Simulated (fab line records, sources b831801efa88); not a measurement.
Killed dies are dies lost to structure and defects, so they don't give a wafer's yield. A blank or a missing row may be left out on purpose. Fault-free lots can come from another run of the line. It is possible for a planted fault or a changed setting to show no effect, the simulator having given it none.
The tool behind it: which one? / flow sky130 / 6 lots with 18 wafers sampled at 2 steps, on a route of 708 steps

## WHAT THE GAUGES READ, wafer by wafer
SKY_FIELD_ISO_THK_MEAS_25.
lot=L533; measured=day 2 13:36; on=filmMetro-03; FIELD_ISO_CVD_24_THK (nm)=595 595 596
lot=L535; measured=day 3 02:06; on=filmMetro-04; FIELD_ISO_CVD_24_THK (nm)=604 608 608
lot=L543; measured=day 4 17:32; on=filmMetro-03; FIELD_ISO_CVD_24_THK (nm)=593 590 599
lot=L546; measured=day 5 08:22; on=filmMetro-02; FIELD_ISO_CVD_24_THK (nm)=597 597 592
lot=L550; measured=day 6 06:50; on=filmMetro-03; FIELD_ISO_CVD_24_THK (nm)=603 598 598
lot=L553; measured=day 6 18:39; on=filmMetro-02; FIELD_ISO_CVD_24_THK (nm)=603 605 603

## TOOL THAT RAN EACH LOT (tool first, then ch and the chambers of the sampled wafers, then the start)
lot=L533; SKY_FIELD_ISO_ETCH_17=rieSi-02 ch 1,2,3, day 2 11:21
lot=L535; SKY_FIELD_ISO_ETCH_17=rieSi-01 ch 0,3, day 2 21:17
lot=L543; SKY_FIELD_ISO_ETCH_17=rieSi-02 ch 0,1,3, day 4 14:59
lot=L546; SKY_FIELD_ISO_ETCH_17=rieSi-01 ch 0,1,3, day 5 04:57
lot=L550; SKY_FIELD_ISO_ETCH_17=rieSi-01 ch 1,2,3, day 6 01:32
lot=L553; SKY_FIELD_ISO_ETCH_17=rieSi-01 ch 0,1, day 6 16:59
- SKY_FIELD_ISO_ETCH_17: etches Si in HBr/Cl2/O2, target depth 342 nm, time 97.7 s.

## THE ANSWER, worked out from the rows above alone
Rule: usual is defined by the lots themselves. The widest of any qualifying gaps counts: lots, ordered by their means at a reading, are off when they make up no more than a third of the lots, leave a main group of 4 or more, and stand apart from it by 3 or more times the standard deviation of that group's means. A main group whose means are all the same, to the digits that the tables above print for the reading, isn't used. A lot without any number at a reading at which 4 lots or more have one is off too. Where the step has rows for the other lots, those lots are counted as sound.
No lot is off at any reading shown: from this, nothing can be told.

## WHAT THE SIMULATOR HAD PUT IN
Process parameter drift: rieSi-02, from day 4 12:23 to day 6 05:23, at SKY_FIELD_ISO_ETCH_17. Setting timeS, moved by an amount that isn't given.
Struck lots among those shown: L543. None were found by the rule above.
